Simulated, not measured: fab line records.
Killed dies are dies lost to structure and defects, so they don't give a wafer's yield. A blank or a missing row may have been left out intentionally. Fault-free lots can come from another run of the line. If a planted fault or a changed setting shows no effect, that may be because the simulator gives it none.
Which tool is to blame? :: flow sky130 :: 12 lots with 35 wafers sampled at 5 steps, on a route of 708 steps

## WHAT THE GAUGES SHOWED, per wafer
SKY_NWELL_OVL_MEAS_10.
lot: L875
measured: day 4 14:54
on: overlay-01
NWELL_00_OVL (nm): 2.6 3.0 2.2

lot: L876
measured: day 5 00:22
on: overlay-01
NWELL_00_OVL (nm): 0.1 1.9 1.5

lot: L883
measured: day 6 07:37
on: overlay-02
NWELL_00_OVL (nm): -0.2 2.2

lot: L886
measured: day 7 04:17
on: overlay-02
NWELL_00_OVL (nm): 3.3 2.6 2.9

lot: L887
measured: day 7 10:37
on: overlay-01
NWELL_00_OVL (nm): 2.0 3.3 0.5

lot: L889
measured: day 7 21:13
on: overlay-02
NWELL_00_OVL (nm): 0.6 1.4 2.7

lot: L892
measured: day 8 16:34
on: overlay-02
NWELL_00_OVL (nm): 2.7 3.4 2.0

lot: L893
measured: day 8 22:01
on: overlay-01
NWELL_00_OVL (nm): 0.6 0.0 0.1

lot: L895
measured: day 9 09:09
on: overlay-02
NWELL_00_OVL (nm): 0.7 1.2 0.1

lot: L896
measured: day 9 16:48
on: overlay-01
NWELL_00_OVL (nm): 1.2 1.0 0.1

lot: L897
measured: day 9 23:05
on: overlay-02
NWELL_00_OVL (nm): 1.3 0.8 0.3

lot: L898
measured: day 10 06:50
on: overlay-02
NWELL_00_OVL (nm): 2.9 2.3 3.2

SKY_VT_ADJUST_HVTP_TW_MEAS_11.
lot: L875
measured: day 6 04:04
on: film_metro-01
VT_ADJUST_HVTP_TW: 1384 1372 1379

lot: L876
measured: day 6 14:07
on: film_metro-02
VT_ADJUST_HVTP_TW: 1375 1370 1373

lot: L883
measured: day 7 23:25
on: film_metro-03
VT_ADJUST_HVTP_TW: 1394 1399

lot: L886
measured: day 8 22:51
on: film_metro-02
VT_ADJUST_HVTP_TW: 1417 1422 1417

lot: L887
measured: day 9 05:46
on: film_metro-02
VT_ADJUST_HVTP_TW: 1380 1378 1378

lot: L889
measured: day 9 16:32
on: film_metro-02
VT_ADJUST_HVTP_TW: 1367 1370 1377

lot: L892
measured: day 10 15:03
on: film_metro-01
VT_ADJUST_HVTP_TW: 1355 1352 1355

lot: L893
measured: day 10 19:23
on: film_metro-03
VT_ADJUST_HVTP_TW: 1348 1353 1346

lot: L895
measured: day 11 08:20
on: film_metro-03
VT_ADJUST_HVTP_TW: 1347 1349 1344

lot: L896
measured: day 11 17:13
on: film_metro-03
VT_ADJUST_HVTP_TW: 1344 1346 1337

lot: L897
measured: day 11 23:05
on: film_metro-03
VT_ADJUST_HVTP_TW: 1352 1346 1352

lot: L898
measured: day 12 07:01
on: film_metro-02
VT_ADJUST_HVTP_TW: 1372 1378 1382

SKY_VT_ADJUST_LVTN_OVL_MEAS_07.
lot: L875
measured: day 6 22:45
on: overlay-01
VT_ADJUST_LVTN_OVL (nm): -0.5 -1.9 -0.5

lot: L876
measured: day 7 08:42
on: overlay-02
VT_ADJUST_LVTN_OVL (nm): 0.6 -0.6 0.1

lot: L883
measured: day 8 20:25
on: overlay-02
VT_ADJUST_LVTN_OVL (nm): 0.4 0.8

lot: L886
measured: day 9 20:04
on: overlay-01
VT_ADJUST_LVTN_OVL (nm): 1.6 -0.5 1.3

lot: L887
measured: day 10 03:46
on: overlay-02
VT_ADJUST_LVTN_OVL (nm): 0.0 -0.6 -2.3

lot: L889
measured: day 10 15:35
on: overlay-02
VT_ADJUST_LVTN_OVL (nm): 1.0 2.5 2.0

lot: L892
measured: day 11 14:17
on: overlay-02
VT_ADJUST_LVTN_OVL (nm): -1.6 -0.3 1.3

lot: L893
measured: day 11 18:43
on: overlay-02
VT_ADJUST_LVTN_OVL (nm): -0.2 -0.6 -0.6

lot: L895
measured: day 12 08:00
on: overlay-02
VT_ADJUST_LVTN_OVL (nm): -0.5 1.6 -0.2

lot: L896
measured: day 12 17:16
on: overlay-02
VT_ADJUST_LVTN_OVL (nm): -0.9 -1.6 -1.6

lot: L897
measured: day 12 23:25
on: overlay-02
VT_ADJUST_LVTN_OVL (nm): 1.1 1.2 0.6

lot: L898
measured: day 13 07:33
on: overlay-01
VT_ADJUST_LVTN_OVL (nm): -1.3 -0.3 0.6

## TOOL THAT RAN EACH LOT (tool first, then ch and the chambers of the sampled wafers, then the start)
lot: L875
SKY_NWELL_RTA_28: rtp_anneal-02 ch 0, day 5 09:10
SKY_VT_ADJUST_HVTP_IMPLANT_09: implanter-01 ch 0, day 6 03:50

lot: L876
SKY_NWELL_RTA_28: rtp_anneal-02 ch 0, day 5 18:40
SKY_VT_ADJUST_HVTP_IMPLANT_09: implanter-01 ch 0, day 6 13:52

lot: L883
SKY_NWELL_RTA_28: rtp_anneal-02 ch 0, day 7 03:06
SKY_VT_ADJUST_HVTP_IMPLANT_09: implanter-04 ch 0, day 7 23:10

lot: L886
SKY_NWELL_RTA_28: rtp_anneal-01 ch 0, day 8 01:16
SKY_VT_ADJUST_HVTP_IMPLANT_09: implanter-04 ch 0, day 8 22:39

lot: L887
SKY_NWELL_RTA_28: rtp_anneal-02 ch 0, day 8 07:42
SKY_VT_ADJUST_HVTP_IMPLANT_09: implanter-01 ch 0, day 9 05:31

lot: L889
SKY_NWELL_RTA_28: rtp_anneal-02 ch 0, day 8 18:46
SKY_VT_ADJUST_HVTP_IMPLANT_09: implanter-01 ch 0, day 9 16:19

lot: L892
SKY_NWELL_RTA_28: rtp_anneal-02 ch 0, day 9 15:18
SKY_VT_ADJUST_HVTP_IMPLANT_09: implanter-02 ch 0, day 10 14:51

lot: L893
SKY_NWELL_RTA_28: rtp_anneal-02 ch 0, day 9 20:20
SKY_VT_ADJUST_HVTP_IMPLANT_09: implanter-02 ch 0, day 10 19:10

lot: L895
SKY_NWELL_RTA_28: rtp_anneal-02 ch 0, day 10 08:01
SKY_VT_ADJUST_HVTP_IMPLANT_09: implanter-01 ch 0, day 11 08:05

lot: L896
SKY_NWELL_RTA_28: rtp_anneal-02 ch 0, day 10 16:49
SKY_VT_ADJUST_HVTP_IMPLANT_09: implanter-02 ch 0, day 11 16:59

lot: L897
SKY_NWELL_RTA_28: rtp_anneal-01 ch 0, day 10 22:45
SKY_VT_ADJUST_HVTP_IMPLANT_09: implanter-02 ch 0, day 11 22:53

lot: L898
SKY_NWELL_RTA_28: rtp_anneal-02 ch 0, day 11 06:43
SKY_VT_ADJUST_HVTP_IMPLANT_09: implanter-04 ch 0, day 12 06:46
- SKY_NWELL_RTA_28: time 30 s.
- SKY_VT_ADJUST_HVTP_IMPLANT_09

## WHAT THE TOOLS THEMSELVES READ (means of the sampled wafers that have a number; where no wafer has one, the mark that the record gives instead)
SKY_NWELL_RTA_28.
lot: L875
tool: rtp_anneal-02
lamp_power_pct (%): 25.30
wafer_temp_C_max: 1054.3

lot: L876
tool: rtp_anneal-02
lamp_power_pct (%): 25.34
wafer_temp_C_max: 1054.8

lot: L883
tool: rtp_anneal-02
lamp_power_pct (%): 25.23
wafer_temp_C_max: 1054.4

lot: L886
tool: rtp_anneal-01
lamp_power_pct (%): 25.32
wafer_temp_C_max: 1055.1

lot: L887
tool: rtp_anneal-02
lamp_power_pct (%): 25.27
wafer_temp_C_max: 1055.3

lot: L889
tool: rtp_anneal-02
lamp_power_pct (%): 25.32
wafer_temp_C_max: 1054.8

lot: L892
tool: rtp_anneal-02
lamp_power_pct (%): 25.39
wafer_temp_C_max: 1055.1

lot: L893
tool: rtp_anneal-02
lamp_power_pct (%): 25.30
wafer_temp_C_max: 1054.5

lot: L895
tool: rtp_anneal-02
lamp_power_pct (%): 25.29
wafer_temp_C_max: 1054.6

lot: L896
tool: rtp_anneal-02
lamp_power_pct (%): 25.30
wafer_temp_C_max: 1053.7

lot: L897
tool: rtp_anneal-01
lamp_power_pct (%): 25.28
wafer_temp_C_max: 1054.1

lot: L898
tool: rtp_anneal-02
lamp_power_pct (%): 25.29
wafer_temp_C_max: 1054.9

SKY_VT_ADJUST_HVTP_IMPLANT_09.
lot: L875
tool: implanter-01
beam_on_s (s): 9.87
faraday_current_uA: 24.6

lot: L876
tool: implanter-01
beam_on_s (s): 9.94
faraday_current_uA: 24.4

lot: L883
tool: implanter-04
beam_on_s (s): 11.03
faraday_current_uA: 22.0

lot: L886
tool: implanter-04
beam_on_s (s): 11.11
faraday_current_uA: 21.9

lot: L887
tool: implanter-01
beam_on_s (s): 9.87
faraday_current_uA: 24.6

lot: L889
tool: implanter-01
beam_on_s (s): 10.08
faraday_current_uA: 24.0

lot: L892
tool: implanter-02
beam_on_s (s): 9.94
faraday_current_uA: 24.4

lot: L893
tool: implanter-02
beam_on_s (s): 9.83
faraday_current_uA: 24.6

lot: L895
tool: implanter-01
beam_on_s (s): 9.83
faraday_current_uA: 24.7

lot: L896
tool: implanter-02
beam_on_s (s): 10.14
faraday_current_uA: 24.0

lot: L897
tool: implanter-02
beam_on_s (s): 10.02
faraday_current_uA: 24.2

lot: L898
tool: implanter-04
beam_on_s (s): 10.07
faraday_current_uA: 24.1

## THE ANSWER, worked out from the rows above alone
Rule: the lots themselves supply what counts as usual. Put in order of their means at a reading, lots are off if they are a third of the lots or fewer, leave a main group of 4 or more, and stand apart from it by a gap of 3 or more times the standard deviation of the main group's means; of several such gaps the widest counts. If all means in a main group match to the digits the tables above print for the reading, that group is not used. A lot without any number at a reading at which 4 lots or more have one is off too. The other lots that the step has rows for count as sound. First the gauges in route order, then the tools' own readings, where a lot's mean is used as printed above. The first step at which some lot is off is used, and at that step the reading that is off furthest; a lot without a number counts as furthest.
Off: L883, L886, at SKY_VT_ADJUST_HVTP_IMPLANT_09 (beam_on_s). For the main group the mean is 9.96 s and the standard deviation 0.11.
If a tool, at that step or one of the process steps before it, ran each lot that is off and ran no sound lot following the first of them, it fits. No candidate that was tried fits.

## WHAT THE SIMULATOR HAD PUT IN
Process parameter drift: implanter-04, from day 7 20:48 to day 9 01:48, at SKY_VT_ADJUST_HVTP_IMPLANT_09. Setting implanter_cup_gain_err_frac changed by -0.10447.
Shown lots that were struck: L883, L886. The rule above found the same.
